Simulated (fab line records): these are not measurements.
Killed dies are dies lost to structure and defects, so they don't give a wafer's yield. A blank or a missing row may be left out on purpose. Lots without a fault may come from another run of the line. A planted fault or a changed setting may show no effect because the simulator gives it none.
A lot that was struck, set against a sound lot || flow sky130 || 16 out of 708 route steps
Sound: wafers L505.1, L505.4, L505.5. Wafers struck: L503.1, L503.3, L503.5. The cause is given at the end.
Order at every step that has rows: each side's tool, ch and its chambers, its first start. Under that, the readings that differ: sound wafers || struck wafers || difference of the means || sigmas: that difference in standard deviations of wafers without a fault.
alike: readings whose means differ by less than 2 such deviations, and words and numbers that are the same on both sides. not compared: withheld readings, readings that some wafer has no value for, bounds like >300 that may hide the same value, and numbers for which the record gives no deviation and whose values overlap.
A row with sigmas, a row that says differs or no value, or rows on one side alone: a step with any of these is where the two part. Numbers that have no deviation but don't overlap get no sigmas and don't part them. A reading that every wafer of one side lacks parts them only if that side has two wafers or more.

SKY_LDD_HVN_OVL_MEAS_07:
  sound on overlay-02 at day 22 19:10; struck on overlay-02 at day 22 11:10
  alike: LDD_HVN_OVL
following that, these wafers have no rows for 1 step: SKY_LDD_HVN_IMPLANT_08.
SKY_LDD_HVN_STRIP_09: strips in O2/N2.
  sound on plasmaAsher-04 ch 0,1, day 22 19:22; struck on plasmaAsher-01 ch 0,1, day 22 11:20
  alike: drypumpMotorCurrentA, oesProductAu, stripTimeToEndpointS
  not compared: rfHoursCounterH
SKY_LDD_HVN_TW_MEAS_10:
  sound on filmMetro-03 at day 22 19:28; struck on filmMetro-02 at day 22 11:26
  alike: LDD_HVN_TW
then, 7 steps without rows for these wafers: SKY_LDD_HVP_DEHYDRATE_00 (time 60 s); SKY_LDD_HVP_HMDS_01 (prime time 60 s); SKY_LDD_HVP_COAT_02 (resist thk 300 nm); SKY_LDD_HVP_SOFTBAKE_03 (time 60 s); SKY_LDD_HVP_EXPOSE_04 (exposes mask HVPTM, target cd 700 nm); SKY_LDD_HVP_PEB_05; SKY_LDD_HVP_DEVELOP_06 (develop time 60 s).
SKY_LDD_HVP_OVL_MEAS_07:
  sound on overlay-01 at day 24 01:34; struck on overlay-02 at day 23 17:37
{"reading": "LDD_HVP_OVL (nm)", "sound": "-1.7 -1.5 -3.2", "struck": "2.3 0.2 0.1", "difference": "+3.0", "sigmas": "+2"}
SKY_LDD_HVP_IMPLANT_08:
  sound on implanter-03 ch 0, day 24 01:35; struck on implanter-04 ch 0, day 23 17:38
{"reading": "doseIonsCm2", "sound": "1.7001e+13 1.7001e+13 1.6995e+13", "struck": "6.1579e+13 6.16e+13 6.1579e+13", "difference": "+4.4587e+13", "sigmas": "+99 or more"}
{"reading": "faradayCurrentUA", "sound": "97.5 97.4 96.4", "struck": "344.3 373.1 334.7", "difference": "+253.6", "sigmas": "+99 or more"}
  alike: beamOnS
SKY_LDD_HVP_STRIP_09: strips in O2/N2.
  sound on plasmaAsher-02 ch 0,1, day 24 01:44; struck on plasmaAsher-03 ch 0, day 23 17:47
  alike: drypumpMotorCurrentA, oesProductAu, stripTimeToEndpointS
  not compared: rfHoursCounterH
SKY_LDD_HVP_TW_MEAS_10:
  sound on filmMetro-03 at day 24 01:50; struck on filmMetro-03 at day 23 18:07
{"reading": "LDD_HVP_TW", "sound": "461.0 461.4 462.2", "struck": "691.5 692.1 692.2", "difference": "+230.4", "sigmas": "+82"}
  not compared: hold
SKY_PAD_OPEN_PROBE_99:
  the record holds rows for the sound wafers here (prober-01, day 47 21:04) but none for the struck ones

## WHERE THEY PART
First at SKY_LDD_HVP_OVL_MEAS_07; last, within this record, at SKY_PAD_OPEN_PROBE_99.

WHY: what had been put in by the simulator
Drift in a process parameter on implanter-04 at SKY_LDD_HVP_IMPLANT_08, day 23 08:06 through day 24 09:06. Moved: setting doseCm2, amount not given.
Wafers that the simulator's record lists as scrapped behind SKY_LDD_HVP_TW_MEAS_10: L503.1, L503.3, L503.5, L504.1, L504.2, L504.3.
